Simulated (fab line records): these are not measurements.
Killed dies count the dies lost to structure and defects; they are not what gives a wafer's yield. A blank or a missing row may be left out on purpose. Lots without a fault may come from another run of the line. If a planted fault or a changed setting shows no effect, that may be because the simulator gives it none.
Struck lot and sound lot, side by side || flow sky130 || 16 out of 708 route steps
Sound: these wafers, L675.3, L675.4, L675.6. Struck: wafers L684.3, L684.6. (L684.5 of the same lot was not struck and is left out.) The cause comes at the end.
Order at every step that has rows: each side's tool, ch and its chambers, its first start. Under that, the readings that differ: sound wafers || struck wafers || difference of the means || sigmas: that difference in standard deviations of wafers without a fault.
alike: readings with means less than 2 such deviations apart, plus words and numbers identical on both sides. not compared: withheld readings, readings lacking a value on some wafer, bounds such as >300 that could conceal the same value, and numbers that have no deviation in the record and whose values overlap.
A row with sigmas, a row that says differs or no value, or rows on one side alone: a step with any of these is where the two part. Non-overlapping numbers with no deviation appear without sigmas and do not part them. A reading missing from all wafers of one side parts the sides only when that side holds two or more wafers.

SKY_METAL2_THK_MEAS_06: measures by xrf.
  struck on film-metro-01, day 39 04:02; sound on film-metro-03, day 36 15:55
  alike: METAL2_ALCU_THK
then, 8 steps without rows for these wafers: SKY_METAL2_DEHYDRATE_07 (time 60 s); SKY_METAL2_HMDS_08 (prime time 60 s); SKY_METAL2_COAT_09 (resist thk 60 nm); SKY_METAL2_COAT_10 (resist thk 450 nm); SKY_METAL2_SOFTBAKE_11 (time 90 s); SKY_METAL2_EXPOSE_12 (exposes mask MM2, target cd 140 nm); SKY_METAL2_PEB_13; SKY_METAL2_DEVELOP_14 (develop time 60 s).
SKY_METAL2_CD_MEAS_15: the cd target is 140 nm.
  struck on cd-sem-01, day 40 04:19; sound on cd-sem-01, day 37 16:37
  alike: cd-nm
SKY_METAL2_OVL_MEAS_16:
  struck on overlay-02, day 40 04:25; sound on overlay-01, day 37 16:43
  alike: METAL2_OVL
SKY_METAL2_DESCUM_17: chemistry O2, time 8 s.
  sound on rie-metal-02 ch 0,1, day 37 16:44; struck on rie-metal-02 ch 1, day 40 04:26
  alike: drypump-motor-current-A, oes-product-au
  not compared: rf-hours-counter-h
SKY_METAL2_ETCH_18: etches BARC in N2/H2, stops on SiO2, time 45.9 s, target depth 60 nm.
  sound on rie-metal-02 ch 0,1, day 37 16:47; struck on rie-metal-02 ch 1, day 40 04:29
{"reading": "model.KrF-thick_of_METAL2_COAT_10.thk-nm (nm)", "sound": "392.7 393.3 392.9", "struck": "403.9 404", "difference": "+11.0", "sigmas": ""}
  alike: drypump-motor-current-A, h2-flow-sccm, oes-product-au, throttle-valve-pct
  not compared: rf-hours-counter-h
SKY_METAL2_METAL_ETCH_19: etches the open film in Cl2/BCl3, stops on SiO2, target depth 360 nm, time 78 s.
  sound on rie-metal-02 ch 0,1, day 37 16:52; struck on rie-metal-02 ch 1, day 40 04:34
{"reading": "model.KrF-thick_of_METAL2_COAT_10.thk-nm (nm)", "sound": "148.8 158.5 157.3", "struck": "161.7 161.8", "difference": "+6.9", "sigmas": ""}
  alike: drypump-motor-current-A, oes-product-au, throttle-valve-pct
  not compared: rf-hours-counter-h
SKY_METAL2_STRIP_20: strips in O2/N2.
  sound on plasma-asher-01 ch 0,1, day 37 16:57; struck on plasma-asher-01 ch 0,1, day 40 04:39
  alike: drypump-motor-current-A, o2-flow-sccm, oes-product-au, strip-time-to-endpoint-s
  not compared: rf-hours-counter-h
-- the record jumps here: 10 days lie between the struck wafers' starts before and after (it left off in module METAL2 and takes up again in module PAD_OPEN, whose first step shown is number 708 of the route) --
SKY_PAD_OPEN_PROBE_99:
  struck on prober-01, day 49 16:56; sound on prober-02, day 47 16:26
{"reading": "killed-open", "sound": "27 48 45", "struck": "49 61", "difference": "+15", "sigmas": "+2"}
{"reading": "sort_bin_6_memory (%)", "sound": "3.9 8.1 3.7", "struck": "6.9 10.2", "difference": "+3.3", "sigmas": "+3"}
{"reading": "model.etest.met2-comb.leak-log10-a-um", "sound": "-12.2 -12.34 -11.92", "struck": "-11.84 -11.53", "difference": "+0.47", "sigmas": ""}
  alike: defect-limited-yield, killed_at_M0_to_M3, killed_at_M4_up, killed-at-contacts, killed-at-front-end, killed-at-other, killed-dies, killed-short, sort_bin_3_pad_short, sort_bin_5_function, sort-n-pass, sort-yield-pct

## WHERE THEY PART
Within this record, at SKY_PAD_OPEN_PROBE_99 only.

WHY: whatever the simulator had introduced
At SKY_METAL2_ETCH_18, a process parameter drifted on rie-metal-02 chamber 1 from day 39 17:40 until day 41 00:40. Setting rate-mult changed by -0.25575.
